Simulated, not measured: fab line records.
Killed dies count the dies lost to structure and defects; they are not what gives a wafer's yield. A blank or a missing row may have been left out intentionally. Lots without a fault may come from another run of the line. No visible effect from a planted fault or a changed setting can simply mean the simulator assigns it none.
Chamber matching :: flow gf180mcu :: 3 sister chambers for GF_PASSIVATION_CVD_02 on pecvd-03
The step deposits Si3N4, target thk 700 nm, time 486.18 s. 6 wafers are shown with their chamber, then 10 later ones without.

== WAFERS PAIRED WITH THEIR CHAMBERS ==
wafer: L079.4
chamber: 0
heater-power-w (W): 655
susceptor-temp-C (C): 399.75

wafer: L081.1
chamber: 2
heater-power-w (W): 551
susceptor-temp-C (C): 399.62

wafer: L081.2
chamber: 0
heater-power-w (W): 564
susceptor-temp-C (C): 400.25

wafer: L081.6
chamber: 1
heater-power-w (W): 509
susceptor-temp-C (C): 399.91

wafer: L085.2
chamber: 1
heater-power-w (W): 522
susceptor-temp-C (C): 399.86

wafer: L085.3
chamber: 2
heater-power-w (W): 603
susceptor-temp-C (C): 400.11

== WAFERS MISSING THEIR CHAMBER ==
wafer: L085.4
heater-power-w (W): 680
susceptor-temp-C (C): 399.88

wafer: L090.1
heater-power-w (W): 536
susceptor-temp-C (C): 400.24

wafer: L090.2
heater-power-w (W): 617
susceptor-temp-C (C): 399.99

wafer: L090.4
heater-power-w (W): 557
susceptor-temp-C (C): 400.08

wafer: L091.2
heater-power-w (W): 612
susceptor-temp-C (C): 400.17

wafer: L091.5
heater-power-w (W): 654
susceptor-temp-C (C): 399.94

wafer: L091.6
heater-power-w (W): 529
susceptor-temp-C (C): 399.90

wafer: L094.1
heater-power-w (W): 652
susceptor-temp-C (C): 399.89

wafer: L094.5
heater-power-w (W): 525
susceptor-temp-C (C): 399.82

wafer: L094.6
heater-power-w (W): 542
susceptor-temp-C (C): 399.76

== THE CHAMBER EACH PASSED THROUGH ==
wafer: L085.4
from the rows above: can't be placed: 0 or 2
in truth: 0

wafer: L090.1
from the rows above: can't be placed: 1 or 2 or 0
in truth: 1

wafer: L090.2
from the rows above: can't be placed: 0 or 2
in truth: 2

wafer: L090.4
from the rows above: can't be placed: 2 or 1 or 0
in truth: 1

wafer: L091.2
from the rows above: can't be placed: 0 or 2 or 1
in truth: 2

wafer: L091.5
from the rows above: can't be placed: 0 or 2
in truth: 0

wafer: L091.6
from the rows above: can't be placed: 1 or 2 or 0
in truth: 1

wafer: L094.1
from the rows above: can't be placed: 0 or 2
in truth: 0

wafer: L094.5
from the rows above: can't be placed: 1 or 2 or 0
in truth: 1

wafer: L094.6
from the rows above: can't be placed: 1 or 2 or 0
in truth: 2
Correctly placed: 0 of 10. Cannot be placed on the basis of these rows: 10; the candidates contain the true chamber in 10. Placed wrongly: 0.
How it was worked out, from the rows above alone: a wafer's distance from a chamber is the root of the sum, over the readings, of the square of ((its reading less the chamber's mean) divided by the reading's scatter). If the next closest chamber is less than 2 further off than the closest, the wafer can't be placed; otherwise it belongs to the closest. The mean given for a chamber averages the wafers shown for that chamber. The scatter: the root of (the sum of the squares of (reading less its chamber's mean) over the shown wafers, divided by (wafers less chambers)).
